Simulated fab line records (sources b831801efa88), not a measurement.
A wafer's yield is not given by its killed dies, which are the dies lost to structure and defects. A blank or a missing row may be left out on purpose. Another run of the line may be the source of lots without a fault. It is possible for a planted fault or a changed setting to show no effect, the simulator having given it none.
Check of tool commonality    flow sky130    Sample size 13 lots and 39 wafers

== REASON IT WAS OPENED ==
At SKY_VT_ADJUST_LVTN_TW_MEAS_21 the reading VT_ADJUST_LVTN_2_TW is flagged on 1 of 13 lots. No-fault wafers: 187.1, standard deviation 1.5.
Rule: flag the lot when none of its wafers has a number, or when each of its wafers that has one lies beyond 4 standard deviations from that mean. All remaining lots are regarded as sound.

lot   measured      on             VT_ADJUST_LVTN_2_TW, wafer by wafer  flag
L677  day 7 21:38   film-metro-02  186.6 186.9 186.0                    
L678  day 8 08:07   film-metro-02  186.4 185.7 186.7                    
L679  day 8 13:30   film-metro-04  188.7 188.7 187.4                    
L680  day 8 16:34   film-metro-02  185.9 187.0 185.9                    
L681  day 8 21:15   film-metro-03  191.7 189.9 189.6                    
L682  day 9 08:15   film-metro-02  187.2 187.0 187.1                    
L683  day 10 03:05  film-metro-02  29.8 29.9 29.8                       FLAGGED
L687  day 11 06:32  film-metro-04  188.4 187.6 186.6                    
L692  day 12 17:30  film-metro-02  186.4 185.9 186.8                    
L694  day 13 01:33  film-metro-02  186.0 185.9 184.7                    
L696  day 13 16:31  film-metro-02  185.6 185.5 185.6                    
L697  day 13 16:48  film-metro-04  188.0 187.7 187.3                    
L699  day 14 02:54  film-metro-03  188.0 187.9 187.3                    
Flagged lots average 29.8: -157.3 relative to the usual, that is -99 or more standard deviations.

== TOOL THAT RAN EACH LOT ==
The record holds 1 process step before the reading, out of a route of 708 steps. Cell contents, in order: the tool; ch with the chambers the sampled wafers went through; the start.
lot   flag     SKY_VT_ADJUST_LVTN_EXPOSE_15
L677           iline-stepper-02 ch 0, day 7 12:00
L678           iline-stepper-01 ch 0, day 7 21:38
L679           iline-stepper-01 ch 0, day 8 03:12
L680           iline-stepper-02 ch 0, day 8 06:41
L681           iline-stepper-01 ch 0, day 8 11:13
L682           iline-stepper-02 ch 0, day 8 21:32
L683  FLAGGED  iline-stepper-02 ch 0, day 9 16:14
L687           iline-stepper-02 ch 0, day 10 19:07
L692           iline-stepper-01 ch 0, day 12 05:04
L694           iline-stepper-01 ch 0, day 12 13:02
L696           iline-stepper-01 ch 0, day 13 04:19
L697           iline-stepper-02 ch 0, day 13 04:31
L699           iline-stepper-02 ch 0, day 13 14:33
These steps, and what they do:
- SKY_VT_ADJUST_LVTN_EXPOSE_15: exposes mask HVN STD DERIVED, target cd 600 nm.
- SKY_VT_ADJUST_LVTN_TW_MEAS_21

== FLAGGED OVER TOTAL, TOOL BY TOOL (the gauges that took the reading come last) ==
step                           tool              lots run  flagged  share of the flagged lots  sound lots run after its first flagged lot
SKY_VT_ADJUST_LVTN_EXPOSE_15   iline-stepper-01  6         0        none                       -
SKY_VT_ADJUST_LVTN_EXPOSE_15   iline-stepper-02  7         1        all                        3 (L687,L697,L699)
SKY_VT_ADJUST_LVTN_TW_MEAS_21  film-metro-02     8         1        all                        3 (L692,L694,L696)
SKY_VT_ADJUST_LVTN_TW_MEAS_21  film-metro-03     2         0        none                       -
SKY_VT_ADJUST_LVTN_TW_MEAS_21  film-metro-04     3         0        none                       -

== THE TABLE: WHAT IT ALLOWS ==
Every flagged lot went through 2 rows of the table: iline-stepper-02 at SKY_VT_ADJUST_LVTN_EXPOSE_15 and film-metro-02 at SKY_VT_ADJUST_LVTN_TW_MEAS_21.
- iline-stepper-02 at SKY_VT_ADJUST_LVTN_EXPOSE_15 ran 7 lots, 1 of them flagged. After the first flagged lot (L687, L697, L699), sound lots still ran on it; a lasting fault on the whole tool would not permit that.
- film-metro-02 at SKY_VT_ADJUST_LVTN_TW_MEAS_21 ran 8 lots, 1 of them flagged. After the first flagged lot (L692, L694, L696), sound lots still ran on it; a lasting fault on the whole tool would not permit that.
Not one row of the table ran every flagged lot while running no sound lot after the first.

== WHAT THE SIMULATOR HAD INSERTED ==
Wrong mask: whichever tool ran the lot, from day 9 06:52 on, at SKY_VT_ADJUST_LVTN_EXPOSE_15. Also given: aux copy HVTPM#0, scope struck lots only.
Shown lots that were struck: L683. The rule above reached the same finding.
